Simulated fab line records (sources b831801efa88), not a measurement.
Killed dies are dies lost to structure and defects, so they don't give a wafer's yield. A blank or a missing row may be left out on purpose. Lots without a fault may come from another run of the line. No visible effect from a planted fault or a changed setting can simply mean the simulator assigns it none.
Check for tools in common    flow sky130    Sampled: 12 lots, 36 wafers

REASON FOR OPENING
At SKY_CONTACT_THK_MEAS_03 the reading CONTACT_HDPCVD_THK is flagged on 2 of 12 lots. Wafers without a fault read 566 nm, standard deviation 6.4.
Rule: a lot is flagged when every wafer of it that has a number lies more than 4 standard deviations from that mean, or none has a number. All remaining lots are regarded as sound.

lot   measured      on             CONTACT_HDPCVD_THK (nm), wafer by wafer  flag
L796  day 30 09:39  film-metro-02  562 577 577                              
L799  day 31 19:18  film-metro-04  564 554 559                              
L800  day 31 21:05  film-metro-03  557 572 566                              
L801  day 32 10:49  film-metro-02  559 566 568                              
L805  day 33 16:55  film-metro-02  560 562 559                              
L808  day 35 01:07  film-metro-04  573 574 573                              
L809  day 35 01:47  film-metro-03  558 561 556                              
L810  day 35 16:44  film-metro-03  566 566 566                              
L811  day 35 23:25  film-metro-04  561 578 567                              
L814  day 36 13:16  film-metro-02  679 686 687                              FLAGGED
L815  day 36 17:04  film-metro-02  564 564 561                              
L816  day 37 11:07  film-metro-02  674 671 667                              FLAGGED
Average over the flagged lots: 677 nm; offset from the usual +111 nm, equal to +17 standard deviations.

WHICH TOOL RAN EACH LOT
The record holds 1 process step before the reading, out of a route of 708 steps. In each cell: the tool, then ch and the chambers that the sampled wafers went through, then the start.
lot   flag     SKY_CONTACT_HDPCVD_02
L796           hdpcvd-01 ch 0,1,2, day 30 09:35
L799           hdpcvd-02 ch 0,2, day 31 19:14
L800           hdpcvd-01 ch 0,1, day 31 21:01
L801           hdpcvd-02 ch 0,1,2, day 32 10:44
L805           hdpcvd-02 ch 0,2, day 33 16:49
L808           hdpcvd-01 ch 0,1,2, day 35 01:01
L809           hdpcvd-02 ch 0,1,2, day 35 01:43
L810           hdpcvd-02 ch 1,2, day 35 16:40
L811           hdpcvd-02 ch 0,2, day 35 23:20
L814  FLAGGED  hdpcvd-02 ch 0,2, day 36 13:11
L815           hdpcvd-01 ch 0,1,2, day 36 16:59
L816  FLAGGED  hdpcvd-02 ch 0,1, day 37 11:03
What these steps do:
- SKY_CONTACT_HDPCVD_02: deposits SiO2, target thk 565 nm, time 94.2 s.
- SKY_CONTACT_THK_MEAS_03

FLAGGED OVER TOTAL, TOOL BY TOOL (the gauges that took the reading come last)
step                     tool           lots run  flagged  share of the flagged lots  sound lots run after its first flagged lot
SKY_CONTACT_HDPCVD_02    hdpcvd-01      4         0        none                       -
SKY_CONTACT_HDPCVD_02    hdpcvd-02      8         2        all                        0
SKY_CONTACT_THK_MEAS_03  film-metro-02  6         2        all                        1 (L815)
SKY_CONTACT_THK_MEAS_03  film-metro-03  3         0        none                       -
SKY_CONTACT_THK_MEAS_03  film-metro-04  3         0        none                       -

WHAT THE TABLE PERMITS
hdpcvd-02 at SKY_CONTACT_HDPCVD_02 and film-metro-02 at SKY_CONTACT_THK_MEAS_03 are the 2 rows of the table that ran each flagged lot.
- hdpcvd-02 at SKY_CONTACT_HDPCVD_02 ran 8 lots, 2 of them flagged. A fault beginning between L811 (day 35 23:20), its last sound lot, and L814 (day 36 13:11), its first flagged one, fits the data. Its own readings (sih4-flow-sccm) fall more than 4 standard deviations out on all wafers of the flagged lots.
- film-metro-02 at SKY_CONTACT_THK_MEAS_03 ran 6 lots, 2 of them flagged. After the first flagged lot (L815), sound lots still ran on it; a lasting fault on the whole tool would not permit that.
What remains is a single tool, hdpcvd-02 at SKY_CONTACT_HDPCVD_02.

WHAT HAD BEEN PUT IN BY THE SIMULATOR
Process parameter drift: hdpcvd-02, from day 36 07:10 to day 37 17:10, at SKY_CONTACT_HDPCVD_02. Setting sih4-flow-sccm, moved by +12, from 60. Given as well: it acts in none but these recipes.
Shown lots that were struck: L814, L816. The rule given above showed the same thing.
